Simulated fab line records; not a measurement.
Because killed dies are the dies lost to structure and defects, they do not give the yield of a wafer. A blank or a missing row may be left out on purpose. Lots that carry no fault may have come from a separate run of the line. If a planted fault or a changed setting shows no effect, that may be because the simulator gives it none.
fab line records	flow sky130
[record] lots = 13	wafers = 39	last_day = 50
route steps=708 shown SD_N@354 LI_CONTACT@384 LOCAL_INTERCONNECT@399 PAD_OPEN@708
lots that met no fault: from a run of the same line without faults
start_h: the number of hours between the record's first day and the start of the first shown wafer of the lot	wait_h: hours elapsed since this lot's preceding step	" unchanged from the row above	L1.1+2: one row covering several wafers at once	- no value, or no start was given	* or withheld: withheld	< > ~ a bound
route shown NAME@n: NAME is a module with steps in the file, n the number in the route of the first one	usual: the fault-free wafers' mean and standard deviation	same: alike in all rows	chamber/n: place in a boat	sites: readings site by site	_std_site: the standard deviation of these	_edge_site: inner sites' mean taken away from outer sites' mean	radius_mm: how far each site lies from the wafer's centre	mask NAME#n: copy n	behind: the tool/chamber that last shaped the wafer	hold: reason for holding the lot/hours on hold/outcome of the hold	device: transistor that didn't switch, given as n, p or np	end of line: the tests these same wafers got at the end of their route	a step with no rows: only its recipe	killed: count of dies lost to structure and defects at first sort (not the wafer's yield)	map: a wafer's dies, marking killed ones x, the rest . and places with no die _
set.NAME: the setting as run; set.NAME@STEP: as run at that earlier step	model.NAME: the simulator's own value behind a step, which no gauge read
one table for each step of the route and one row for each wafer, over a sample of lots
services: when a tool's chamber went out of use (start_h, in hours from the record's first day, below 0 if earlier), for how many hours, and the reason
[[steps]]
[step SKY_SD_N_TW_MEAS_12]
[usual] SD_N_TW = 3983/58
lot.wafer	tool	chamber	start_h	wait_h	SD_N_TW
L375.1	film_metro-01	-	644.16	0.1	3999
L375.5	"	-	"	"	4015
L375.6	"	-	"	"	4010
L376.2	film_metro-02	-	650.52	0.1	4071
L376.3	"	-	"	"	4080
L376.6	"	-	"	"	4065
L378.3	film_metro-01	-	670.64	0.1	3986
L378.4	"	-	"	"	4006
L378.5	"	-	"	"	4014
L381.2	film_metro-01	-	708.33	0.1	3991
L381.3	"	-	"	"	3970
L381.6	"	-	"	"	3984
L382.3	film_metro-01	-	710.29	0.1	3993
L382.4	"	-	"	"	3997
L382.6	"	-	"	"	4021
L383.1	film_metro-01	-	713.92	0.1	4019
L383.3	"	-	"	"	4001
L383.6	"	-	"	"	4022
L386.3	film_metro-04	-	729.03	0.1	3898
L386.5	"	-	"	"	3915
L386.6	"	-	"	"	3872
L387.3	film_metro-01	-	738.04	0.1	4023
L387.5	"	-	"	"	3999
L387.6	"	-	"	"	3992
L388.1	film_metro-04	-	744.41	0.1	3879
L388.2	"	-	"	"	3898
L388.5	"	-	"	"	3886
L389.1	film_metro-01	-	752.51	0.1	4005
L389.2	"	-	"	"	4012
L389.3	"	-	"	"	4015
L395.1	film_metro-02	-	803.51	0.1	4050
L395.4	"	-	"	"	4057
L395.5	"	-	"	"	4020
L397.4	film_metro-02	-	814.43	0.1	4007
L397.5	"	-	"	"	4023
L397.6	"	-	"	"	4004
L398.2	film_metro-04	-	821.63	0.1	3916
L398.3	"	-	"	"	3904
L398.4	"	-	"	"	3937
[step SKY_LI_CONTACT_RS_MEAS_22]
[recipe] thk_meas_gauge = four-point-probe	reads = W_of_LI_CONTACT_CVD_21+TiN_of_LI_CONTACT_SPUTTER_20+Ti_of_LI_CONTACT_SPUTTER_19
[usual] LI_CONTACT_W_RS = 0.285/0.005
lot.wafer	tool	chamber	start_h	wait_h	LI_CONTACT_W_RS[ohm/sq]
L375.1	film_metro-01	-	673.23	0.2	0.288
L375.5	"	-	"	"	0.286
L375.6	"	-	"	"	0.284
L376.2	film_metro-01	-	680.48	0.1	0.288
L376.3	"	-	"	"	0.284
L376.6	"	-	"	"	0.285
L378.3	film_metro-02	-	700.54	0.1	0.286
L378.4	"	-	"	"	0.288
L378.5	"	-	"	"	0.283
L381.2	film_metro-04	-	737.61	0.1	0.287
L381.3	"	-	"	"	0.288
L381.6	"	-	"	"	0.287
L382.3	film_metro-04	-	739.20	0.1	0.284
L382.4	"	-	"	"	0.284
L382.6	"	-	"	"	0.284
L383.1	film_metro-04	-	743.09	0.1	0.289
L383.3	"	-	"	"	0.286
L383.6	"	-	"	"	0.284
L386.3	film_metro-01	-	758.68	0.1	0.286
L386.5	"	-	"	"	0.284
L386.6	"	-	"	"	0.284
L387.3	film_metro-01	-	766.64	0.1	0.274
L387.5	"	-	"	"	0.286
L387.6	"	-	"	"	0.280
L388.1	film_metro-01	-	775.20	0.1	0.289
L388.2	"	-	"	"	0.281
L388.5	"	-	"	"	0.290
L389.1	film_metro-04	-	780.45	0.1	0.286
L389.2	"	-	"	"	0.283
L389.3	"	-	"	"	0.291
L395.1	film_metro-01	-	831.35	0.1	0.274
L395.4	"	-	"	"	0.275
L395.5	"	-	"	"	0.281
L397.4	film_metro-01	-	841.72	0.1	0.278
L397.5	"	-	"	"	0.287
L397.6	"	-	"	"	0.278
L398.2	film_metro-04	-	849.71	0.1	0.289
L398.3	"	-	"	"	0.280
L398.4	"	-	"	"	0.291
[step SKY_LOCAL_INTERCONNECT_OVL_MEAS_12]
[usual] LOCAL_INTERCONNECT_OVL = 2/5.8
lot.wafer	tool	chamber	start_h	wait_h	LOCAL_INTERCONNECT_OVL[nm]
L375.1	overlay-01	-	701.12	0.1	-12
L375.5	"	-	"	"	-6
L375.6	"	-	"	"	0
L376.2	overlay-01	-	708.84	0.1	-5
L376.3	"	-	"	"	-4
L376.6	"	-	"	"	3
L378.3	overlay-01	-	728.28	0.1	3
L378.4	"	-	"	"	-10
L378.5	"	-	"	"	3
L381.2	overlay-01	-	765.19	0.1	4
L381.3	"	-	"	"	2
L381.6	"	-	"	"	1
L382.3	overlay-02	-	766.00	0.1	4
L382.4	"	-	"	"	5
L382.6	"	-	"	"	12
L383.1	overlay-01	-	770.57	0.1	-9
L383.3	"	-	"	"	1
L383.6	"	-	"	"	2
L386.3	overlay-01	-	786.40	0.1	-7
L386.5	"	-	"	"	0
L386.6	"	-	"	"	6
L387.3	overlay-01	-	793.60	0.1	-1
L387.5	"	-	"	"	3
L387.6	"	-	"	"	3
L388.1	overlay-02	-	801.53	0.1	-9
L388.2	"	-	"	"	3
L388.5	"	-	"	"	-8
L389.1	overlay-01	-	807.19	0.1	8
L389.2	"	-	"	"	4
L389.3	"	-	"	"	11
L395.1	overlay-02	-	858.14	0.1	-2
L395.4	"	-	"	"	7
L395.5	"	-	"	"	-5
L397.4	overlay-02	-	868.54	0.1	17
L397.5	"	-	"	"	-1
L397.6	"	-	"	"	12
L398.2	overlay-02	-	876.15	0.1	-4
L398.3	"	-	"	"	-7
L398.4	"	-	"	"	7
[step SKY_LOCAL_INTERCONNECT_STRIP_15]
[recipe] chemistry = O2/N2	power_w = 1400	pressure_mtorr = 1500	platen_temp_c = withheld	o2_flow_sccm = 3000	n2_flow_sccm = 300	overash_fraction = 0.5
[usual] chamber_pressure_mTorr = 1500.1/1.3	drypump_motor_current_A = 5.9/0.44	oes_product_au = 0.427/0.005	strip_time_to_endpoint_s = 4.723/0.02
lot.wafer	tool	chamber	start_h	wait_h	chamber_pressure_mTorr	drypump_motor_current_A	oes_product_au	rf_hours_counter_h	strip_time_to_endpoint_s
L375.1	plasma_asher-01	0	701.27	0.0	1502.0	5.3	0.427	104	4.699
L375.5	"	1	"	"	1498.9	5.5	0.415	-	4.689
L375.6	"	0	"	"	1498.7	5.3	0.427	-	4.688
L376.2	plasma_asher-03	0	708.98	0.0	1501.7	6.2	0.426	86	4.710
L376.3	"	1	"	"	1498.5	6.2	0.429	-	4.723
L376.6	"	1	"	"	1499.6	6.2	0.434	-	4.692
L378.3	plasma_asher-02	0	728.45	0.1	1502.1	5.1	0.429	-	4.734
L378.4	"	1	"	"	1501.3	6.2	0.426	-	4.701
L378.5	"	1	"	"	1500.4	6.2	0.426	-	4.712
L381.2	plasma_asher-03	1	765.33	0.0	1499.8	6.2	0.435	91	4.742
L381.3	"	0	"	"	1498.5	6.1	0.415	-	4.742
L381.6	"	1	"	"	1501.5	6.2	0.423	-	4.746
L382.3	plasma_asher-03	0	766.18	0.1	1501.9	6.2	0.420	-	4.752
L382.4	"	1	"	"	1501.5	6.2	0.416	-	4.718
L382.6	"	1	"	"	1499.7	6.2	0.419	-	4.716
L383.1	plasma_asher-03	1	770.72	0.0	1501.7	6.2	0.432	92	4.701
L383.3	"	1	"	"	1500.5	6.2	0.431	-	4.720
L383.6	"	1	"	"	1497.4	6.2	0.431	-	4.726
L386.3	plasma_asher-02	1	786.57	0.1	-	-	-	-	-
L386.5	"	1	"	"	-	-	-	-	-
L386.6	"	0	"	"	-	-	-	-	-
L387.3	plasma_asher-03	1	793.78	0.1	-	-	-	-	-
L387.5	"	1	"	"	-	-	-	-	-
L387.6	"	0	"	"	-	-	-	-	-
L388.1	plasma_asher-03	0	801.68	0.0	-	-	-	-	-
L388.2	"	1	"	"	-	-	-	-	-
L388.5	"	0	"	"	-	-	-	-	-
L389.1	plasma_asher-03	0	807.34	0.0	1499.7	6.2	0.422	96	4.705
L389.2	"	1	"	"	1503.1	6.2	0.430	96	4.711
L389.3	"	0	"	"	1502.0	6.2	0.430	-	4.727
L395.1	plasma_asher-02	0	858.29	0.0	1501.0	5.1	0.436	73	4.744
L395.4	"	0	"	"	1499.4	5.1	0.434	-	4.726
L395.5	"	1	"	"	1499.2	6.2	0.416	-	4.746
L397.4	plasma_asher-01	0	868.70	0.1	1503.6	5.3	0.432	-	4.759
L397.5	"	0	"	"	1500.5	5.3	0.434	-	4.752
L397.6	"	1	"	"	1500.3	5.5	0.427	-	4.746
L398.2	plasma_asher-03	0	876.29	0.0	1502.3	6.2	0.428	103	4.732
L398.3	"	1	"	"	1499.8	6.1	0.423	-	4.711
L398.4	"	0	"	"	1501.4	6.2	0.427	-	4.729
[step SKY_PAD_OPEN_PROBE_99]
[usual] killed_at_M0_to_M3 = 44/6.4	killed_at_M4_up = 3.0/1.8	killed_at_contacts = 24/5	killed_at_front_end = 16/4.3	killed_at_other = 0.4/0.76	killed_dies = 88/8.6	killed_on_rim = 18/4	killed_open = 47/7.2	killed_short = 40/5.5
[same] gross_dies = 492	killed_at_back_side = 0
lot.wafer	tool	chamber	start_h	wait_h	killed_at_M0_to_M3	killed_at_M4_up	killed_at_contacts	killed_at_front_end	killed_at_other	killed_dies	killed_on_rim	killed_open	killed_short
L386.3	prober-02	-	1134.31	0.2	39	1	428	24	0	492	96	35	43
L386.5	prober-02	-	1134.41	0.2	50	3	418	21	0	492	96	47	47
L386.6	prober-02	-	1134.46	0.2	47	2	427	15	1	492	96	46	45
L387.3	prober-01	-	1139.32	0.2	56	3	416	14	3	492	96	43	49
L387.5	prober-01	-	1139.42	0.2	53	3	421	11	4	492	96	48	42
L387.6	prober-01	-	1139.47	0.2	38	4	433	16	1	492	96	49	27
L388.1	prober-02	-	1142.95	0.1	36	1	446	9	0	492	96	38	41
L388.2	prober-02	-	1143.00	0.1	38	3	438	12	1	492	96	40	45
L388.5	prober-02	-	1143.15	0.2	48	2	423	18	1	492	96	46	45
L398.2	prober-02	-	1195.49	0.1	49	2	27	25	0	103	16	68	35
L398.3	prober-02	-	1195.54	0.2	42	3	20	19	0	84	19	41	43
L398.4	prober-02	-	1195.59	0.2	59	2	32	12	1	106	23	57	49
// killed by level:class
L386.3 CONTACT:area_cvd=414 METAL1:geometric_particle:short=9 POLY_GATE:geometric_particle:short=7 VIA1:geometric_particle:open=7 FIELD_ISO:geometric_particle:short=6 METAL2:geometric_particle:short=6 LI_CONTACT:geometric_particle:open=5 FIELD_ISO:geometric_particle:open=4
L386.5 CONTACT:area_cvd=396 VIA1:geometric_particle:open=11 METAL2:geometric_particle:short=8 CONTACT:geometric_particle:open=8 VIA3:geometric_particle:open=8 FIELD_ISO:geometric_particle:short=7 VIA2:geometric_particle:open=5 POLY_GATE:geometric_particle:open=5
L386.6 CONTACT:area_cvd=401 VIA1:geometric_particle:open=14 METAL2:geometric_particle:short=9 LI_CONTACT:geometric_particle:open=7 LOCAL_INTERCONNECT:geometric_particle:short=7 CONTACT:geometric_particle:open=6 FIELD_ISO:geometric_particle:open=4 FIELD_ISO:geometric_particle:short=4
L387.3 CONTACT:area_cvd=396 VIA1:geometric_particle:open=16 VIA1:geometric_particle:short=9 VIA2:geometric_particle:open=7 METAL2:geometric_particle:short=7 LI_CONTACT:geometric_particle:open=6 LI_CONTACT:geometric_particle:short=6 FIELD_ISO:geometric_particle:short=4
L387.5 CONTACT:area_cvd=398 VIA1:geometric_particle:open=14 VIA1:geometric_particle:short=9 CONTACT:geometric_particle:open=8 VIA2:geometric_particle:open=8 METAL2:geometric_particle:short=6 LI_CONTACT:geometric_particle:open=5 FIELD_ISO:geometric_particle:short=4
L387.6 CONTACT:area_cvd=413 VIA1:geometric_particle:open=9 CONTACT:geometric_particle:open=8 FIELD_ISO:geometric_particle:open=6 METAL1:geometric_particle:open=5 METAL1:geometric_particle:short=5 VIA2:geometric_particle:open=4 VIA3:geometric_particle:open=4
L388.1 CONTACT:area_cvd=413 CONTACT:geometric_particle:short=8 CONTACT:geometric_particle:open=8 LOCAL_INTERCONNECT:geometric_particle:short=7 METAL1:geometric_particle:short=7 VIA1:geometric_particle:short=7 VIA3:geometric_particle:open=6 LI_CONTACT:geometric_particle:open=5
L388.2 CONTACT:area_cvd=407 CONTACT:geometric_particle:open=10 VIA2:geometric_particle:open=9 CONTACT:geometric_particle:short=8 METAL2:geometric_particle:short=7 FIELD_ISO:geometric_particle:short=5 LI_CONTACT:geometric_particle:open=5 VIA1:geometric_particle:open=5
L388.5 CONTACT:area_cvd=401 VIA1:geometric_particle:open=10 VIA2:geometric_particle:open=10 LI_CONTACT:geometric_particle:open=8 METAL1:geometric_particle:short=7 CONTACT:geometric_particle:open=6 POLY_GATE:geometric_particle:short=6 METAL3:geometric_particle:short=6
L398.2 CONTACT:geometric_particle:open=14 VIA1:geometric_particle:open=12 VIA2:geometric_particle:open=10 FIELD_ISO:geometric_particle:short=8 VIA3:geometric_particle:open=7 LI_CONTACT:geometric_particle:open=6 METAL1:geometric_particle:short=6 FIELD_ISO:geometric_particle:open=5
L398.3 VIA1:geometric_particle:open=9 LI_CONTACT:geometric_particle:open=7 FIELD_ISO:geometric_particle:open=6 FIELD_ISO:geometric_particle:short=5 VIA3:geometric_particle:short=5 METAL1:geometric_particle:short=5 VIA2:geometric_particle:short=5 VIA2:geometric_particle:open=5
L398.4 VIA2:geometric_particle:open=13 CONTACT:geometric_particle:open=12 VIA3:geometric_particle:open=10 LI_CONTACT:geometric_particle:open=8 CONTACT:geometric_particle:short=6 METAL2:geometric_particle:short=6 METAL3:geometric_particle:short=6 VIA1:geometric_particle:open=5
[[services]]
tool	chamber	start_h	hours	kind
plasma_asher-02	-	700.98	5.1	repair
plasma_asher-03	-	724.65	2.9	repair
plasma_asher-01	-	733.75	9.0	pm
plasma_asher-01	0	733.75	9.0	vent_cycle
plasma_asher-01	1	733.75	9.0	vent_cycle
plasma_asher-01	0	742.75	-	clean
plasma_asher-01	1	742.75	-	clean
[[key]]
[first_sign] step = SKY_LOCAL_INTERCONNECT_STRIP_15	reading = tool_record	direction = missing
[effect] step = SKY_PAD_OPEN_PROBE_99	reading = killed_at_contacts	direction = up	sigmas = 80	usual = 24	struck = 428
[more_kills_born_at] SKY_CONTACT_CVD_00@pecvd-04 = 1221	SKY_CONTACT_CVD_00@pecvd-01 = 1211	SKY_CONTACT_CVD_00@pecvd-02 = 1207
met_at SKY_LOCAL_INTERCONNECT_STRIP_15
struck_lots L386,L387,L388
later_rows_left_out L386.3,L386.5,L386.6,L387.3,L387.5,L387.6,L388.1,L388.2,L388.5
tester_left_out L386,L387,L388
not_acting_at SKY_SD_N_TW_MEAS_12,SKY_LI_CONTACT_RS_MEAS_22,SKY_LOCAL_INTERCONNECT_OVL_MEAS_12
onset_between 770.72 786.57
[fault] kind = skipped_step_whole	tool = plasma_asher-02,plasma_asher-03	chamber = -	onset_h = 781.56	steps = SKY_LOCAL_INTERCONNECT_STRIP_15	scope = struck_lots_only
// tester_left_out: of these lots the tester's yield and bins aren't shown, on N5 and GAA mostly nor the transistor test; their killed dies are dies lost to structure and defects alone, not to doping, threshold or leakage, so they don't give the yield
// later_rows_left_out: the simulator's readings of these wafers behind a module that went badly wrong aren't trusted and aren't shown, but for the sort
